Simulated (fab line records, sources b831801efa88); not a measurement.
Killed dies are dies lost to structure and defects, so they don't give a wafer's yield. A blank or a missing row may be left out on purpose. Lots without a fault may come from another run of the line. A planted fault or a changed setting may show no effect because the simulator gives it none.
fab line records | flow sky130
record lots=12 wafers=36 last_day=50
route steps=708 shown CAPM@539 METAL3@568 METAL4@632 PASSIVATION@683
lots that met no fault: from a run of the same line without faults
start_h: hours from the record's first day to the start of the lot's first wafer shown | wait_h: hours since the lot's step before | " the same as in the row above | L1.1+2: a row that stands for several wafers | - no value, or no start given | * or withheld: withheld | < > ~ a bound
route shown NAME@n: a module of which the file shows steps, and the number in the route of the first | usual: mean/standard deviation of fault-free wafers | same: alike in all rows | chamber/n: place in a boat | sites: the reading at each site | _std_site: their standard deviation | _edge_site: outer sites' mean less inner sites' | radius_mm: how far each site lies from the wafer's centre | mask NAME#n: copy n | behind: the tool/chamber that last shaped the wafer | hold: why the lot was held/for how many hours/how that ended | device: the transistor (n, p or np) that didn't switch | end of line: the same wafers' tests at the end of the route | a step without rows: its recipe alone | killed: dies lost to structure and defects at the first sort, not the wafer's yield | map: a wafer's dies, x killed, . not, _ none there
set.NAME: the setting as run; set.NAME@STEP: as run at that earlier step | model.NAME: the simulator's own value behind a step, which no gauge read
steps of the route over a sample of lots; a table a step, a row a wafer
services: from which hour (start_h, from the record's first day; less than 0 if before it) a tool's chamber was out of use, for how many hours, and why
## steps
# step SKY_CAPM_SPUTTER_02
# recipe material=TiN target_thk_nm=200 temp_c=300 power_w=6500 time_s=166.7 chamber_pressure_pa=0.4
# usual throttle_valve_pct=30.0/0.95
# columns lot.wafer tool chamber start_h wait_h throttle_valve_pct
L650.2 pvd_sputter-03 - 855.91 0.0 28.9
L650.3 " - " " 31.0
L650.6 " - " " 29.2
L651.1 pvd_sputter-03 - 867.03 0.1 29.0
L651.2 " - " " 29.0
L651.5 " - " " 30.9
L652.2 pvd_sputter-03 - 870.80 0.0 28.7
L652.3 " - " " 30.8
L652.6 " - " " 29.0
L653.1 pvd_sputter-03 - 885.09 0.1 29.1
L653.3 " - " " 28.8
L653.4 " - " " 31.1
L655.3 pvd_sputter-01 - 890.07 0.0 29.6
L655.4 " - " " 31.0
L655.6 " - " " 30.4
L654.3 pvd_sputter-03 - 893.26 0.0 28.8
L654.4 " - " " 30.8
L654.6 " - " " 30.6
L656.3 pvd_sputter-04 - 903.06 0.0 29.0
L656.5 " - " " 31.5
L656.6 " - " " 29.4
L657.1 pvd_sputter-03 - 913.48 0.1 30.9
L657.3 " - " " 30.4
L657.4 " - " " 29.2
L662.2 pvd_sputter-04 - 967.09 0.0 29.3
L662.4 " - " " 28.9
L662.5 " - " " 29.2
L668.1 pvd_sputter-04 - 983.56 0.1 28.8
L668.4 " - " " 31.8
L668.5 " - " " 29.1
L671.2 pvd_sputter-03 - 1003.33 0.0 30.6
L671.4 " - " " 28.8
L671.6 " - " " 29.2
L672.2 pvd_sputter-04 - 1007.72 0.0 29.6
L672.4 " - " " 31.8
L672.5 " - " " 29.1
# step SKY_METAL3_METAL_ETCH_18
# recipe target_depth_a=8450 stop_on=SiO2 over_etch_frac=0.3 time_s=183.1 chemistry=Cl2/BCl3 resist_sidewall_deg=88 pressure_mtorr=10 icp_w=900 bias_w=48.5 Cl2_flow_sccm=60 bcl3_flow_sccm=30
# usual drypump_motor_current_A=5.6/0.51 mfc_cl2_sccm=59.99/0.15 oes_product_au=0.868/0.0061 throttle_valve_pct=22.264/0.0093
# columns lot.wafer tool chamber start_h wait_h drypump_motor_current_A mfc_cl2_sccm oes_product_au rf_hours_counter_h throttle_valve_pct
L650.2 rie_metal-02 0 907.63 0.1 5.6 59.72 0.858 - 22.273
L650.3 " 0 " " 5.6 60.08 0.870 - 22.252
L650.6 " 0 " " 5.6 59.94 0.874 - 22.273
L651.1 rie_metal-04 0 919.43 0.0 5.1 60.18 0.856 10 22.249
L651.2 " 1 " " 5.2 60.08 0.876 8 22.266
L651.5 " 0 " " 5.1 59.85 0.862 - 22.270
L652.2 rie_metal-04 0 921.71 0.0 5.1 60.02 0.865 10 22.258
L652.3 " 1 " " 5.3 59.88 0.861 - 22.252
L652.6 " 1 " " 5.3 59.88 0.862 - 22.270
L653.1 rie_metal-02 1 936.08 0.0 6.0 60.01 0.856 5 22.241
L653.3 " 1 " " 6.0 59.97 0.869 - 22.265
L653.4 " 0 " " 5.6 59.84 0.856 - 22.258
L655.3 rie_metal-03 1 940.63 0.1 6.7 59.92 0.872 - 22.278
L655.4 " 0 " " 5.6 60.08 0.868 - 22.267
L655.6 " 1 " " 6.7 60.23 0.876 - 22.273
L654.3 rie_metal-02 1 944.28 0.1 6.0 59.94 0.870 - 22.269
L654.4 " 0 " " 5.6 60.16 0.869 - 22.266
L654.6 " 1 " " 6.0 60.09 0.864 - 22.279
L656.3 rie_metal-03 1 953.25 0.1 6.7 60.12 0.858 - 22.252
L656.5 " 1 " " 6.6 59.91 0.869 - 22.270
L656.6 " 0 " " 5.7 60.29 0.869 - 22.263
L657.1 rie_metal-02 0 963.68 0.0 5.6 59.81 0.874 19 22.262
L657.3 " 0 " " 5.6 59.94 0.866 - 22.260
L657.4 " 1 " " 6.0 60.07 0.876 - 22.275
L662.2 rie_metal-03 0 1014.78 0.0 5.7 59.73 0.865 9 22.256
L662.4 " 1 " " 6.7 59.87 0.878 - 22.275
L662.5 " 0 " " 5.7 59.89 0.868 - 22.253
L668.1 rie_metal-04 0 1030.73 0.0 5.1 59.90 0.863 15 22.261
L668.4 " 1 " " 5.2 60.04 0.869 - 22.274
L668.5 " 0 " " 5.1 60.10 0.865 - 22.255
L671.2 rie_metal-02 0 1048.88 0.0 5.6 59.73 0.864 23 22.276
L671.4 " 0 " " 5.6 59.83 0.866 - 22.274
L671.6 " 0 " " 5.6 59.78 0.863 - 22.271
L672.2 rie_metal-04 1 1053.63 0.0 5.2 60.06 0.862 15 22.260
L672.4 " 0 " " 5.0 60.01 0.872 - 22.277
L672.5 " 0 " " 5.1 59.93 0.860 - 22.260
# step SKY_METAL4_ETCH_16
# recipe chemistry=N2/H2 target=BARC ion_energy_ev=200 bias_w=100 pressure_mtorr=30 n2_flow_sccm=100 h2_flow_sccm=200 icp_w=500 stop_on=SiO2 time_s=88.2 target_depth_a=600
# usual drypump_motor_current_A=6.0/0.35 oes_product_au=0.626/0.0052 throttle_valve_pct=13.204/0.0094
# columns lot.wafer tool chamber start_h wait_h drypump_motor_current_A oes_product_au rf_hours_counter_h throttle_valve_pct
L650.2 rie_metal-02 0 984.67 0.0 5.6 0.627 20 13.213
L650.3 " 1 " " 6.0 0.625 - 13.221
L650.6 " 0 " " 5.6 0.617 - 13.198
L651.1 rie_metal-03 0 996.21 0.0 5.6 0.624 8 13.203
L651.2 " 1 " " 6.7 0.634 5 13.209
L651.5 " 1 " " 6.7 0.626 - 13.208
L652.2 rie_metal-02 1 997.97 0.0 6.0 0.617 9 13.216
L652.3 " 0 " " 5.6 0.627 - 13.189
L652.6 " 0 " " 5.6 0.615 - 13.195
L653.1 rie_metal-02 0 1010.72 0.0 5.6 0.634 22 13.201
L653.3 " 0 " " 5.6 0.630 - 13.200
L653.4 " 1 " " 6.0 0.625 - 13.200
L655.3 rie_metal-02 0 1014.70 0.0 5.6 0.622 - 13.197
L655.4 " 1 " " 6.0 0.629 - 13.188
L655.6 " 1 " " 6.0 0.624 - 13.190
L654.3 rie_metal-02 0 1019.60 0.0 5.6 0.626 - 13.206
L654.4 " 1 " " 6.0 0.625 - 13.194
L654.6 " 1 " " 6.0 0.628 - 13.220
L656.3 rie_metal-02 1 1026.09 0.0 6.0 0.626 - 13.208
L656.5 " 1 " " 6.0 0.630 - 13.199
L656.6 " 0 " " 5.6 0.624 - 13.205
L657.1 rie_metal-03 0 1036.01 0.0 5.7 0.619 11 13.207
L657.3 " 1 " " 6.7 0.631 - 13.206
L657.4 " 0 " " 5.7 0.614 - 13.214
L662.2 rie_metal-03 1 1084.21 0.0 6.7 0.623 11 13.201
L662.4 " 1 " " 6.7 0.621 - 13.198
L662.5 " 1 " " 6.7 0.621 - 13.208
L668.1 rie_metal-01 0 1099.27 0.0 6.1 0.629 3 13.208
L668.4 " 1 " " 6.0 0.633 - 13.197
L668.5 " 0 " " 6.1 0.633 - 13.217
L671.2 rie_metal-02 1 1114.71 0.0 6.0 0.622 18 13.199
L671.4 " 0 " " 5.6 0.621 - 13.209
L671.6 " 0 " " 5.6 0.620 - 13.201
L672.2 rie_metal-03 1 1118.87 0.0 6.7 0.620 14 13.214
L672.4 " 0 " " 5.7 0.626 - 13.187
L672.5 " 0 " " 5.7 0.625 - 13.198
# step SKY_PASSIVATION_CVD_02
# recipe material=Si3N4 target_thk_nm=540 temp_c=400 time_s=withheld rf_w=450
# usual heater_power_w=682/100
# columns lot.wafer tool chamber start_h wait_h heater_power_w
L650.2 pecvd-01 0 1033.11 0.0 906
L650.3 " 2 " " 745
L650.6 " 1 " " 652
L651.1 pecvd-02 2 1045.43 0.1 709
L651.2 " 1 " " 658
L651.5 " 1 " " 675
L652.2 pecvd-02 2 1046.27 0.0 693
L652.3 " 1 " " 645
L652.6 " 1 " " 659
L653.1 pecvd-04 0 1058.47 0.1 693
L653.3 " 1 " " 626
L653.4 " 2 " " 561
L655.3 pecvd-01 1 1063.11 0.0 566
L655.4 " 1 " " 590
L655.6 " 2 " " 789
L654.3 pecvd-01 2 1067.14 0.1 659
L654.4 " 1 " " 524
L654.6 " 1 " " 562
L656.3 pecvd-04 0 1073.52 0.1 633
L656.5 " 2 " " 551
L656.6 " 2 " " 577
L657.1 pecvd-04 2 1081.82 0.1 643
L657.3 " 1 " " 626
L657.4 " 1 " " 638
L662.2 pecvd-01 2 1128.33 0.0 798
L662.4 " 0 " " 912
L662.5 " 1 " " 619
L668.1 pecvd-01 1 1141.95 0.1 590
L668.4 " 0 " " 888
L668.5 " 2 " " 741
L671.2 pecvd-02 0 1155.31 0.0 743
L671.4 " 1 " " 539
L671.6 " 2 " " 559
L672.2 pecvd-02 2 1159.29 0.0 701
L672.4 " 1 " " 646
L672.5 " 0 " " 738
# step SKY_PASSIVATION_THK_MEAS_03
# recipe reads=Si3N4_of_PASSIVATION_CVD_02
# usual PASSIVATION_CVD_02_THK=540/6.4
# columns lot.wafer tool chamber start_h wait_h hold PASSIVATION_CVD_02_THK[nm]
L650.2 film_metro-04 - 1033.35 - - 537
L650.3 " - " " - 537
L650.6 " - " " - 542
L651.1 film_metro-04 - 1045.65 - - 536
L651.2 " - " " - 538
L651.5 " - " " - 550
L652.2 film_metro-04 - 1046.62 - - 538
L652.3 " - " " - 548
L652.6 " - " " - 547
L653.1 film_metro-02 - 1058.70 - - 520
L653.3 " - " " - 532
L653.4 " - " " - 541
L655.3 film_metro-03 - 1063.36 - - 530
L655.4 " - " " - 542
L655.6 " - " " - 548
L654.3 film_metro-03 - 1067.38 - - 545
L654.4 " - " " - 536
L654.6 " - " " - 535
L656.3 film_metro-02 - 1073.91 - - 535
L656.5 " - " " - 542
L656.6 " - " " - 543
L657.1 film_metro-03 - 1082.07 - - 531
L657.3 " - " " - 529
L657.4 " - " " - 534
L662.2 film_metro-02 - 1128.56 - await_dispo/0.2h/release 972
L662.4 " - " " await_dispo/0.2h/release 978
L662.5 " - " " await_dispo/0.2h/release 975
L662.2 film_metro-02 - 1128.79 0.2 - 971
L662.4 " - " " - 977
L662.5 " - " " - 975
L668.1 film_metro-03 - 1142.17 - await_dispo/0.2h/release 954
L668.4 " - " " await_dispo/0.2h/release 980
L668.5 " - " " await_dispo/0.2h/release 980
L668.1 film_metro-03 - 1142.40 0.2 - 954
L668.4 " - " " - 981
L668.5 " - " " - 980
L671.2 film_metro-03 - 1155.55 - - 541
L671.4 " - " " - 542
L671.6 " - " " - 545
L672.2 film_metro-03 - 1159.52 - - 531
L672.4 " - " " - 542
L672.5 " - " " - 545
## services
# columns tool chamber start_h hours kind
pecvd-01 1 833.12 4.9 repair
pvd_sputter-03 - 835.45 1.4 repair
pecvd-02 - 840.50 0.6 repair
rie_metal-02 1 880.58 48.4 repair
pecvd-01 - 890.41 6.0 pm
rie_metal-03 - 891.15 1.4 pm
pecvd-02 - 891.17 0.7 repair
pecvd-01 0 898.11 5.2 repair
pecvd-01 - 913.46 0.8 pm
pecvd-04 - 917.55 2.8 pm
pecvd-02 - 919.84 14.6 pm
pvd_sputter-04 - 925.88 7.3 repair
pecvd-02 0 934.82 5.6 repair
pecvd-01 1 962.52 21.6 repair
pecvd-02 - 1000.63 1.0 repair
pvd_sputter-04 - 1010.93 0.6 repair
rie_metal-03 0 1021.99 3.2 repair
pecvd-01 - 1037.12 0.8 repair
rie_metal-02 0 1037.48 9.4 repair
pvd_sputter-03 - 1058.21 7.2 repair
pvd_sputter-03 - 1076.68 0.8 repair
pecvd-01 2 1077.33 39.0 repair
pecvd-01 - 1143.48 2.8 pm
pvd_sputter-04 - 1146.58 8.8 repair
## key
first_sign step=SKY_PASSIVATION_THK_MEAS_03 reading=visit direction=added
effect step=SKY_PASSIVATION_THK_MEAS_03 reading=PASSIVATION_CVD_02_THK direction=up sigmas=68 usual=540 struck=973
met_at SKY_PASSIVATION_CVD_02
struck_lots L662,L668
scrapped_behind SKY_PASSIVATION_THK_MEAS_03 L662.2,L662.4,L662.5,L668.1,L668.4,L668.5
not_acting_at SKY_CAPM_SPUTTER_02,SKY_METAL3_METAL_ETCH_18,SKY_METAL4_ETCH_16
onset_between 1067.14 1128.33
fault kind=process_parameter_drift tool=pecvd-01 chamber=- onset_h=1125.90 steps=SKY_PASSIVATION_CVD_02 channel=target_thk_nm offset=432.34 shape=step end_h=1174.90 acts_in=these_recipes_only stated=540
